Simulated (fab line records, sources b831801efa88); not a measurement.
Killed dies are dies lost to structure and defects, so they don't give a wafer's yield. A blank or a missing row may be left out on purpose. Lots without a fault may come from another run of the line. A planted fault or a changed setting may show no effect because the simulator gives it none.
Which tool did it? | flow gf180mcu | 11 lots, 33 wafers sampled, at 1 step of a route of 602

WHAT THE GAUGES READ, wafer by wafer
GF_M2_CD_MEAS_14: target cd 280 nm.
lot  | measured     | on        | cd_nm (nm)
L794 | day 19 01:11 | cd_sem-01 | 280.1 282.7 282.0
L795 | day 19 13:03 | cd_sem-02 | 280.1 281.0 280.9
L797 | day 20 11:54 | cd_sem-02 | 279.1 279.3 279.3
L798 | day 21 02:35 | cd_sem-01 | 278.4 278.2 279.2
L800 | day 22 02:44 | cd_sem-02 | 280.6 281.9 280.6
L801 | day 22 21:49 | cd_sem-02 | 276.5 276.8 276.9
L803 | day 23 13:52 | cd_sem-01 | 279.8 280.9 279.8
L807 | day 24 20:26 | cd_sem-02 | 280.6 281.2 281.9
L808 | day 25 04:11 | cd_sem-01 | 280.5 280.9 280.9
L813 | day 26 03:01 | cd_sem-02 | 280.2 279.9 281.4
L816 | day 27 01:33 | cd_sem-01 | 279.1 279.3 279.1

WHICH TOOL RAN EACH LOT (tool, then ch and the chambers of the sampled wafers, then the start)
The record holds no process step before these readings.

WHAT THE TOOLS THEMSELVES READ (means of the sampled wafers that have a number; where no wafer has one, the mark that the record gives instead)
The record holds no such reading with a usual standard deviation.

THE ANSWER, worked out from the rows above alone
Rule: what is usual is taken from the lots themselves. Put in order of their means at a reading, lots are off if they are a third of the lots or fewer, leave a main group of 4 or more, and stand apart from it by a gap of 3 or more times the standard deviation of the main group's means; of several such gaps the widest counts. A main group whose means are all the same, to the digits that the tables above print for the reading, isn't used. A lot without any number at a reading at which 4 lots or more have one is off too. The other lots that the step has rows for count as sound. The gauges are gone through in route order, then the tools' own readings, and for those a lot's mean is taken as printed above. The first step at which some lot is off is used, and at that step the reading that is off furthest; a lot without a number counts as furthest.
No lot is off at any reading shown: from this, nothing can be told.

WHAT THE SIMULATOR HAD PUT IN
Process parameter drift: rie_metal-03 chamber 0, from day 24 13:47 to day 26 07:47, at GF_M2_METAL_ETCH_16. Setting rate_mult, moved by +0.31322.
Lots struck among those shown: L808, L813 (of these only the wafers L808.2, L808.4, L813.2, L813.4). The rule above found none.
